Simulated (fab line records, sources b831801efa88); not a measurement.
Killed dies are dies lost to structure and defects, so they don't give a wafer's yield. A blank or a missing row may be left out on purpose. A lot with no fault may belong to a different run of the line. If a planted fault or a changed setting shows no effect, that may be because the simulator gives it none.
Struck lot and sound lot, side by side ; flow sky130 ; 23 steps out of a route of 708
Sound: the wafers L250.2, L250.3, L250.4. Wafers L260.1, L260.4, L260.5 were the ones struck. At the end, the cause is stated.
Each step with rows lists, per side, the tool, then ch with its chambers, then its first start. Under that, the readings that differ: sound wafers ; struck wafers ; difference of the means ; sigmas: that difference in standard deviations of wafers without a fault.
alike: a reading whose means differ by less than 2 such deviations, as well as words and numbers matching on both sides. not compared: withheld readings; readings where some wafer has no value; bounds like >300 that might hide an equal value; numbers whose values overlap and for which the record gives no deviation.
A row with sigmas, a row that says differs or no value, or rows on one side alone: a step with any of these is where the two part. Numbers that have no deviation but don't overlap get no sigmas and don't part them. Lack of a reading on every wafer of one side parts them only where that side has two or more wafers.

first, 8 steps without rows for these wafers: SKY_LDD_N_IMPLANT_08; SKY_LDD_N_IMPLANT_09; SKY_LDD_N_IMPLANT_10; SKY_LDD_N_IMPLANT_11; SKY_LDD_N_IMPLANT_12; SKY_LDD_N_IMPLANT_13; SKY_LDD_N_IMPLANT_14; SKY_LDD_N_IMPLANT_15.
SKY_LDD_N_STRIP_16: strips in O2/N2.
  sound on plasma-asher-03 ch 0,1, day 21 12:59; struck on plasma-asher-04 ch 0,1, day 25 08:53
  alike: drypump-motor-current-A, oes-product-au, strip-time-to-endpoint-s
  not compared: rf-hours-counter-h
SKY_LDD_N_TW_MEAS_17:
  sound: film-metro-04 at day 21 13:06; struck: film-metro-02 at day 25 08:59
  alike: LDD_N_TW
then, 2 steps without rows for these wafers: SKY_LDD_P_DEHYDRATE_00 (time 60 s); SKY_LDD_P_HMDS_01 (prime time 60 s).
SKY_LDD_P_COAT_02: resist thk 1140 nm.
  sound on litho-track-03 ch 0, day 22 03:38; struck on litho-track-04 ch 0, day 25 23:29
reading;sound;struck;difference;sigmas
spin-speed-rpm (rpm);3001.1 2999.1 2999.3;3123.3 3123.4 3122.3;+123.2;+65
model.NOVOLAK_of_LDD_P_COAT_02.thk-nm (nm);1142 1139 1141;1107 1113 1109;-31;
then, 3 steps without rows for these wafers: SKY_LDD_P_SOFTBAKE_03 (time 60 s); SKY_LDD_P_EXPOSE_04 (exposes mask PSDM, target cd 380 nm); SKY_LDD_P_PEB_05.
SKY_LDD_P_DEVELOP_06: develop time 60 s.
  sound on litho-track-04 ch 0, day 22 19:16; struck on litho-track-03 ch 0, day 26 14:09
reading;sound;struck;difference;sigmas
model.NOVOLAK_of_LDD_P_COAT_02.thk-nm (nm);1142 1138 1140;1107 1112 1109;-31;
SKY_LDD_P_CD_MEAS_07 targets a cd of 380 nm.
  sound: cd-sem-02 at day 22 19:25; struck: cd-sem-02 at day 26 14:18
  alike: cd-nm
SKY_LDD_P_OVL_MEAS_08:
  sound: overlay-02 at day 22 19:31; struck: overlay-02 at day 26 14:25
  alike: LDD_P_OVL
following that, these wafers have no rows for 1 step: SKY_LDD_P_IMPLANT_09.
SKY_LDD_P_STRIP_10: strips in O2/N2.
  sound on plasma-asher-04 ch 0,1, day 22 19:42; struck on plasma-asher-02 ch 0,1, day 26 14:37
reading;sound;struck;difference;sigmas
strip-time-to-endpoint-s (s);14.20 14.15 14.19;13.78 13.86 13.80;-0.37;-8
  alike: drypump-motor-current-A, oes-product-au
  not compared: rf-hours-counter-h
SKY_LDD_P_TW_MEAS_11:
  sound: film-metro-01 at day 22 19:49; struck: film-metro-03 at day 26 14:43
  alike: LDD_P_TW
-- here the record skips 24 days between the struck wafers' starts before and after, leaving off in module LDD_P and picking up in module PAD_OPEN (first step shown: number 708 of the route) --
SKY_PAD_OPEN_PROBE_99:
  only the struck wafers here have rows in the record (prober-01, day 50 08:03); the sound ones have none

== WHERE THEY PART ==
Last at SKY_PAD_OPEN_PROBE_99 as far as this record goes, first at SKY_LDD_P_COAT_02.

WHY: the cause the simulator had injected
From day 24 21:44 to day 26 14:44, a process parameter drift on litho-track-04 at SKY_LDD_P_COAT_02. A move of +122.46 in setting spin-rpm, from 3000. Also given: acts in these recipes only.
